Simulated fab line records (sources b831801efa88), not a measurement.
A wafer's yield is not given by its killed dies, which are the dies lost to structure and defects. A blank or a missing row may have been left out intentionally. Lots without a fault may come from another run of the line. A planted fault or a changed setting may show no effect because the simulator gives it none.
Matching of chambers ; flow sky130 ; cmp-01 running SKY_VIA4_CMP_21: 4 sister chambers
The step polishes, stops on SiO2, t overpolish 25 s, target thk 0 nm. 7 wafers are shown with their chamber, then 9 later ones without.

WAFERS, EACH WITH ITS CHAMBER
wafer;chamber;motorCurrentA (A);timeToEndpointS (s)
L431.6;0;10.3;130
L434.5;1;10.1;117
L435.2;3;12.7;119
L435.6;2;11.9;114
L436.1;2;11.4;120
L436.2;0;10.6;130
L436.3;1;10.1;117

WAFERS WHOSE CHAMBER IS MISSING
wafer;motorCurrentA (A);timeToEndpointS (s)
L438.1;13.4;121
L438.2;11.1;115
L438.3;9.8;116
L445.2;9.8;120
L445.3;11.4;118
L445.5;11.4;118
L451.1;10.0;117
L451.3;10.9;132
L451.6;11.3;120

CHAMBER TAKEN BY EACH
wafer;from the rows above;in truth
L438.1;3;3
L438.2;can't be placed: 2 or 1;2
L438.3;1;1
L445.2;1;1
L445.3;2;2
L445.5;2;2
L451.1;1;1
L451.3;0;0
L451.6;2;2
Correct placement for 8 of the 9. Can't be placed from these rows: 1 (the true chamber is among the candidates in 1). Wrongly placed: 0.
How it was worked out, from the rows above alone: a wafer's distance from a chamber is the root of the sum, over the readings, of the square of ((its reading less the chamber's mean) divided by the reading's scatter). The wafer belongs to the nearest chamber; if the next one is less than 2 further off, it can't be placed. The mean given for a chamber averages the wafers shown for that chamber. How the scatter is found: for the shown wafers, subtract from each reading the mean of its chamber, square and add these, divide the total by (wafers less chambers), then take the root.
